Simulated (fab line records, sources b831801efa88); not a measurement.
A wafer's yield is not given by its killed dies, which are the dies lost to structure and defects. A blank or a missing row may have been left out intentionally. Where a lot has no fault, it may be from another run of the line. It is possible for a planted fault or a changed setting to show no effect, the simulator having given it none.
Struck lot and sound lot, side by side + flow gf180mcu + 31 out of 602 route steps
Sound: these wafers, L933.1, L933.4, L933.6. The struck wafers were L925.1, L925.3, L925.5. The cause comes at the end.
For every step that has rows: the tool of each side, followed by ch and its chambers, followed by its first start. Under that, the readings that differ: sound wafers + struck wafers + difference of the means + sigmas: that difference in standard deviations of wafers without a fault.
alike: readings with means less than 2 such deviations apart, plus words and numbers identical on both sides. not compared: withheld readings, readings lacking a value on some wafer, bounds such as >300 that could conceal the same value, and numbers that have no deviation in the record and whose values overlap.
A row with sigmas, a row that says differs or no value, or rows on one side alone: a step with any of these is where the two part. Non-overlapping numbers with no deviation appear without sigmas and do not part them. Lack of a reading on every wafer of one side parts them only where that side has two or more wafers.

first, 7 steps without rows for these wafers: GF_HV_LDD_DEHYDRATE_24 (time 60 s); GF_HV_LDD_HMDS_25 (prime time 60 s); GF_HV_LDD_COAT_26 (resist thk 1000 nm); GF_HV_LDD_SOFTBAKE_27 (time 60 s); GF_HV_LDD_EXPOSE_28 (exposes mask Nplus HV AREA, target cd 400 nm); GF_HV_LDD_PEB_29; GF_HV_LDD_DEVELOP_30 (develop time 60 s).
GF_HV_LDD_CD_MEAS_31 targets a cd of 400 nm.
  sound: cd-sem-01 at day 17 01:33; struck: cd-sem-01 at day 14 11:16
  alike: cd-nm
GF_HV_LDD_OVL_MEAS_32:
  sound: overlay-01 at day 17 01:40; struck: overlay-02 at day 14 11:23
  alike: HV_LDD_02_OVL
then, 3 steps without rows for these wafers: GF_HV_LDD_IMPLANT_33; GF_HV_LDD_IMPLANT_34; GF_HV_LDD_IMPLANT_35.
GF_HV_LDD_IMPLANT_36:
  sound on implanter-02 ch 0, day 17 02:09; struck on implanter-04, day 14 11:52
  no value came back on the struck wafers for any of 5 readings (beam-energy-keV, beam-on-s (s) and others); on the sound wafers beam-energy-keV reads 60.010 59.980 59.989
GF_HV_LDD_STRIP_37: strips in O2/N2.
  sound on plasma-asher-04 ch 0,1, day 17 02:18; struck on plasma-asher-02 ch 0, day 14 12:01
| reading                     | sound       | struck      | difference | sigmas |
|-----------------------------|-------------|-------------|------------|--------|
| drypump-motor-current-A (A) | 4.7 4.8 5.2 | 6.1 6.1 6.1 | +1.2       | +3     |
  alike: heater-power-w, oes-product-au, strip-time-to-endpoint-s
  not compared: rf-hours-counter-h
GF_HV_LDD_TW_MEAS_38:
  sound: film-metro-01 at day 17 02:24; struck: film-metro-04 at day 14 12:07
| reading     | sound          | struck         | difference | sigmas |
|-------------|----------------|----------------|------------|--------|
| HV_LDD_3_TW | 1428 1426 1433 | 1297 1295 1300 | -132       | -24    |
then, 7 steps without rows for these wafers: GF_HV_LDD_DEHYDRATE_39 (time 60 s); GF_HV_LDD_HMDS_40 (prime time 60 s); GF_HV_LDD_COAT_41 (resist thk 1000 nm); GF_HV_LDD_SOFTBAKE_42 (time 60 s); GF_HV_LDD_EXPOSE_43 (exposes mask Pplus HV AREA, target cd 400 nm); GF_HV_LDD_PEB_44; GF_HV_LDD_DEVELOP_45 (develop time 60 s).
GF_HV_LDD_CD_MEAS_46 targets a cd of 400 nm.
  sound: cd-sem-01 at day 18 01:24; struck: cd-sem-02 at day 15 09:38
  alike: cd-nm
GF_HV_LDD_OVL_MEAS_47:
  sound: overlay-02 at day 18 01:31; struck: overlay-02 at day 15 09:45
  alike: HV_LDD_03_OVL
after that, 1 step had no rows for these wafers: GF_HV_LDD_IMPLANT_48.
GF_HV_LDD_STRIP_49: strips in O2/N2.
  sound on plasma-asher-01 ch 0,1, day 18 01:42; struck on plasma-asher-01 ch 1, day 15 09:56
  alike: drypump-motor-current-A, heater-power-w, oes-product-au, strip-time-to-endpoint-s
  not compared: rf-hours-counter-h
GF_HV_LDD_TW_MEAS_50:
  sound: film-metro-04 at day 18 01:48; struck: film-metro-04 at day 15 10:02
  alike: HV_LDD_4_TW
then, 1 step without rows for these wafers: GF_HV_LDD_CLEAN_51 (cleans in SC1/SC2, time 150 s).
GF_HV_LDD_RTA_52: time 10 s.
  sound on rtp-anneal-02 ch 0, day 18 01:55; struck on rtp-anneal-02 ch 0, day 15 10:09
  alike: lamp-power-pct, wafer_temp_C_max
GF_HV_LDD_RS_MEAS_53: uses a four-point probe to measure.
  sound: film-metro-03 at day 18 01:59; struck: film-metro-04 at day 15 10:13
| reading            | sound             | struck            | difference | sigmas |
|--------------------|-------------------|-------------------|------------|--------|
| HV_LDD_RS (ohm/sq) | 416.0 417.3 416.9 | 438.9 439.6 439.7 | +22.7      | +21    |
then, 1 step without rows for these wafers: GF_HV_LDD_CVD_54 (deposits SiO2 from TEOS, target thk 10 nm, time 75 s).

== WHERE THEY PART ==
First at GF_HV_LDD_IMPLANT_36; last, within this record, at GF_HV_LDD_RS_MEAS_53.

WHY: the cause the simulator had injected
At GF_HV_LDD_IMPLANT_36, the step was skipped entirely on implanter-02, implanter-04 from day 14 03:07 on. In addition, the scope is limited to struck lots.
